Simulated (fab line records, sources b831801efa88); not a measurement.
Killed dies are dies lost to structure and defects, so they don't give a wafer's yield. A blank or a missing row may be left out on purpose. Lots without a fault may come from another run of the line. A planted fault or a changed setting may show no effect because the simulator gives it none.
Which tool did it? | flow sky130 | 13 lots, 39 wafers sampled, at 5 steps of a route of 708

WHAT THE GAUGES READ, wafer by wafer
SKY_LDD_HVP_OVL_MEAS_07. Usual: LDD_HVP_OVL -0.2 nm, standard deviation 1.4.
lot  | measured     | on         | LDD_HVP_OVL (nm) | flag
L169 | day 21 22:15 | overlay-02 | 0.7 0.9 0.4      |
L170 | day 22 02:02 | overlay-02 | -0.2 0.9 0.2     |
L171 | day 22 15:18 | overlay-02 | 0.5 -0.8 -1.7    |
L173 | day 23 05:47 | overlay-01 | -1.8 -2.9 -2.5   |
L174 | day 24 06:46 | overlay-02 | -1.6 -0.3 0.2    |
L175 | day 24 08:48 | overlay-01 | -0.4 -1.1 -1.9   |
L177 | day 24 22:44 | overlay-02 | 0.7 -0.2 -1.1    |
L178 | day 25 11:14 | overlay-02 | 0.6 -0.6 -1.3    |
L187 | day 28 04:12 | overlay-02 | 1.5 0.8 -0.9     |
L188 | day 28 13:47 | overlay-02 | -0.3 -0.4 -1.4   |
L190 | day 29 04:51 | overlay-01 | -2.9 -1.4 -2.8   |
L191 | day 29 10:31 | overlay-01 | 1.1 0.1 -1.4     |
L192 | day 29 18:02 | overlay-01 | 0.8 1.5 -0.5     |

SKY_LDD_LDN_TW_MEAS_13. Usual: LDD_LDN_TW 1460, standard deviation 11.
lot  | measured     | on            | LDD_LDN_TW     | flag
L169 | day 23 06:14 | film_metro-04 | 1457 1464 1462 |
L170 | day 23 08:56 | film_metro-02 | 1485 1482 1490 |
L171 | day 23 22:47 | film_metro-04 | 1460 1468 1461 |
L173 | day 24 13:02 | film_metro-04 | 1453 1452 1463 |
L174 | day 25 13:30 | film_metro-04 | 1461 1458 1450 |
L175 | day 25 15:56 | film_metro-03 | 1445 1442 1445 |
L177 | day 26 05:23 | film_metro-02 | 1414 1410 1417 | OFF
L178 | day 26 17:14 | film_metro-03 | 1389 1388 1392 | OFF
L187 | day 29 09:26 | film_metro-04 | 1466 1466 1465 |
L188 | day 29 18:32 | film_metro-02 | 1479 1481 1479 |
L190 | day 30 09:14 | film_metro-03 | 1459 1458 1460 |
L191 | day 30 14:57 | film_metro-03 | 1455 1458 1457 |
L192 | day 30 21:59 | film_metro-03 | 1452 1459 1453 |

SKY_SPACER_THK_MEAS_01. Usual: SPACER_CVD_00_THK 43.5 nm, standard deviation 0.44.
lot  | measured     | on            | SPACER_CVD_00_THK (nm) | flag
L169 | day 23 07:42 | film_metro-01 | 43.4 43.7 43.7         |
L170 | day 23 10:16 | film_metro-04 | 42.7 43.0 43.2         |
L171 | day 24 00:06 | film_metro-03 | 43.8 43.5 43.9         |
L173 | day 24 14:21 | film_metro-04 | 42.3 43.0 42.9         |
L174 | day 25 15:25 | film_metro-03 | 43.5 43.5 43.6         |
L175 | day 25 17:51 | film_metro-01 | 44.0 43.8 43.7         |
L177 | day 26 07:58 | film_metro-04 | 43.1 43.0 42.9         |
L178 | day 26 18:34 | film_metro-03 | 43.9 43.6 43.5         |
L187 | day 29 11:42 | film_metro-03 | 44.2 43.8 43.7         |
L188 | day 29 20:25 | film_metro-01 | 43.3 43.2 43.3         |
L190 | day 30 11:10 | film_metro-03 | 43.5 43.2 43.6         |
L191 | day 30 17:02 | film_metro-01 | 43.6 43.2 43.1         |
L192 | day 30 23:18 | film_metro-03 | 42.7 42.4 42.5         |

SKY_POLY_CUT_OVL_MEAS_09. Usual: POLY_CUT_OVL -4 nm, standard deviation 6.2.
lot  | measured     | on         | POLY_CUT_OVL (nm) | flag
L169 | day 24 14:04 | overlay-01 | -2 -2 -4          |
L170 | day 24 16:37 | overlay-01 | -11 -11 -8        |
L171 | day 25 06:10 | overlay-01 | 0 8 5             |
L173 | day 25 20:28 | overlay-01 | -8 -4 -6          |
L174 | day 26 20:50 | overlay-01 | 1 -3 0            |
L175 | day 26 23:43 | overlay-02 | 3 6 3             |
L177 | day 27 12:43 | overlay-01 | -8 -10 -12        |
L178 | day 27 23:46 | overlay-02 | 1 -7 -2           |
L187 | day 30 15:28 | overlay-01 | -6 1 1            |
L188 | day 31 00:06 | overlay-01 | -11 -11 -16       |
L190 | day 31 15:25 | overlay-01 | -12 -6 -7         |
L191 | day 31 20:43 | overlay-02 | -8 -5 -3          |
L192 | day 32 03:10 | overlay-02 | -2 -2 4           |

WHICH TOOL RAN EACH LOT (tool, then ch and the chambers of the sampled wafers, then the start)
lot  | SKY_LDD_LDN_IMPLANT_08
L169 | implanter-01 ch 0, day 23 05:34
L170 | implanter-02 ch 0, day 23 08:16
L171 | implanter-02 ch 0, day 23 22:05
L173 | implanter-01 ch 0, day 24 12:20
L174 | implanter-02 ch 0, day 25 12:50
L175 | implanter-01 ch 0, day 25 15:14
L177 | implanter-01 ch 0, day 26 04:41
L178 | implanter-01 ch 0, day 26 16:32
L187 | implanter-04 ch 0, day 29 08:44
L188 | implanter-01 ch 0, day 29 17:50
L190 | implanter-04 ch 0, day 30 08:34
L191 | implanter-01 ch 0, day 30 14:17
L192 | implanter-01 ch 0, day 30 21:17
- SKY_LDD_LDN_IMPLANT_08

WHAT THE TOOLS THEMSELVES READ (means of the sampled wafers that have a number; where no wafer has one, the mark that the record gives instead)
SKY_LDD_LDN_IMPLANT_08. Usual: dose_ions_cm2 1.2502e+13, standard deviation 1.5e+10; faraday_current_uA 70.4, standard deviation 1.3.
lot  | tool         | dose_ions_cm2 | faraday_current_uA | flag
L169 | implanter-01 | 1.2507e+13    | 70.8               |
L170 | implanter-02 | 1.2487e+13    | 70.4               |
L171 | implanter-02 | 1.2487e+13    | 70.4               |
L173 | implanter-01 | 1.2493e+13    | 68.7               |
L174 | implanter-02 | 1.2494e+13    | 71.8               |
L175 | implanter-01 | 1.2506e+13    | 70.5               |
L177 | implanter-01 | 5.6437e+12    | 32.1               | OFF
L178 | implanter-01 | 5.6097e+12    | 31.6               | OFF
L187 | implanter-04 | 1.2497e+13    | 69.9               |
L188 | implanter-01 | 1.2508e+13    | 70.7               |
L190 | implanter-04 | 1.2504e+13    | 70.5               |
L191 | implanter-01 | 1.2498e+13    | 69.5               |
L192 | implanter-01 | 1.2513e+13    | 70.1               |

THE ANSWER, worked out from the rows above alone
Rule: a lot is off if the mean of its wafers that have a number lies more than 3 standard deviations from the usual mean. A lot without any number at a reading at which 4 lots or more have one is off too. The other lots that the step has rows for count as sound. The gauges are gone through in route order, then the tools' own readings, and for those a lot's mean is taken as printed above. The first step at which some lot is off is used, and at that step the reading that is off furthest; a lot without a number counts as furthest.
Off: L177, L178, at SKY_LDD_LDN_TW_MEAS_13 (LDD_LDN_TW).
A tool fits if, at a process step before that reading, it ran every lot that is off, and no sound lot after the first of them. The gauges at SKY_LDD_LDN_TW_MEAS_13 aren't tried: what is off there is off at SKY_LDD_LDN_IMPLANT_08 too, on other tools, and a gauge's error can't cause that. None of those tried fits.

WHAT THE SIMULATOR HAD PUT IN
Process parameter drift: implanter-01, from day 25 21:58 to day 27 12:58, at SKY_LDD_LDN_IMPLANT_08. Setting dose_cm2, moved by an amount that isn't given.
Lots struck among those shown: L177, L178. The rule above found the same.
